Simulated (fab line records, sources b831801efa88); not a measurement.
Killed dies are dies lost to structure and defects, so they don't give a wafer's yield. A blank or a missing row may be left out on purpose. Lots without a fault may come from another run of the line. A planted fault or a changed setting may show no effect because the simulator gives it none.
A struck lot beside a sound one | flow gf180mcu | 15 steps out of a route of 602
Sound: wafers L164.2, L164.3, L164.5. Struck: wafers L168.1, L168.2, L168.5. The cause comes at the end.
At each step with rows: each side's tool, then ch and its chambers, then its first start. Under that, the readings that differ: sound wafers | struck wafers | difference of the means | sigmas: that difference in standard deviations of wafers without a fault.
alike: readings whose means differ by less than 2 such deviations, and words and numbers that are the same on both sides. not compared: withheld readings, readings that some wafer has no value for, bounds like >300 that may hide the same value, and numbers for which the record gives no deviation and whose values overlap.
The two part at a step that has a row with sigmas, a row that says differs or no value, or rows on one side only. Numbers that don't overlap but have no deviation are shown without sigmas and don't part them. A reading that every wafer of one side lacks parts them only if that side has two wafers or more.

GF_M1_SPUTTER_04: material TiN, target thk 50 nm, time 41.7 s.
  sound on pvd_sputter-01, day 19 22:56; struck on pvd_sputter-01, day 21 06:19
  alike: throttle_valve_pct
GF_M1_RS_MEAS_05: measures by four-point-probe.
  sound on film_metro-02, day 19 22:59; struck on film_metro-04, day 21 06:22
  alike: M1_ALCU_RS
GF_M1_THK_MEAS_06: measures by xrf.
  sound on film_metro-02, day 19 23:06; struck on film_metro-04, day 21 06:29
  alike: M1_ALCU_THK
then, 7 steps without rows for these wafers: GF_M1_DEHYDRATE_07 (time 60 s); GF_M1_HMDS_08 (prime time 60 s); GF_M1_COAT_09 (resist thk 1000 nm); GF_M1_SOFTBAKE_10 (time 60 s); GF_M1_EXPOSE_11 (exposes mask Metal1, target cd 230 nm); GF_M1_PEB_12 (peb time 90 s); GF_M1_DEVELOP_13 (develop time 60 s).
GF_M1_CD_MEAS_14: target cd 230 nm.
  sound on cd_sem-01, day 20 23:06; struck on cd_sem-01, day 22 06:26
  alike: cd_nm
GF_M1_OVL_MEAS_15:
  sound on overlay-01, day 20 23:12; struck on overlay-02, day 22 06:33
  alike: M1_OVL
GF_M1_METAL_ETCH_16: etches the open film in Cl2/BCl3, stops on SiO2, target depth 627.5 nm, time 104.6 s.
  sound on rie_metal-03 ch 1, day 20 23:14; struck on rie_metal-02 ch 0,1, day 22 06:35
  no value came back on the struck wafers for any of 7 readings (bcl3_flow_sccm (sccm), bias_w (W) and others); on the sound wafers bcl3_flow_sccm (sccm) reads 40.12 39.94 40.09
  reading                             | sound             | struck            | difference | sigmas
  model.KrF_of_M1_COAT_09.thk_nm (nm) | 739.8 731.3 734.5 | 987.5 987.1 984.7 | +251.2     |
  not compared: rf_hours_counter_h
GF_M1_STRIP_17: strips in O2/N2.
  sound on plasma_asher-02 ch 0,1, day 20 23:20; struck on plasma_asher-04 ch 0,1, day 22 06:42
  reading                      | sound             | struck            | difference | sigmas
  oes_product_au (a.u.)        | 0.561 0.559 0.560 | 0.661 0.660 0.659 | +0.100     | +23
  strip_time_to_endpoint_s (s) | 7.93 7.83 7.87    | 10.22 10.22 10.18 | +2.33      | +61
  alike: drypump_motor_current_A, heater_power_w
  not compared: rf_hours_counter_h
then, 1 step without rows for these wafers: GF_M1_STRIP_18 (strips in post etch residue remover, time 1200 s).

WHERE THEY PART
First at GF_M1_METAL_ETCH_16; last, within this record, at GF_M1_STRIP_17.

WHY: what the simulator had put in
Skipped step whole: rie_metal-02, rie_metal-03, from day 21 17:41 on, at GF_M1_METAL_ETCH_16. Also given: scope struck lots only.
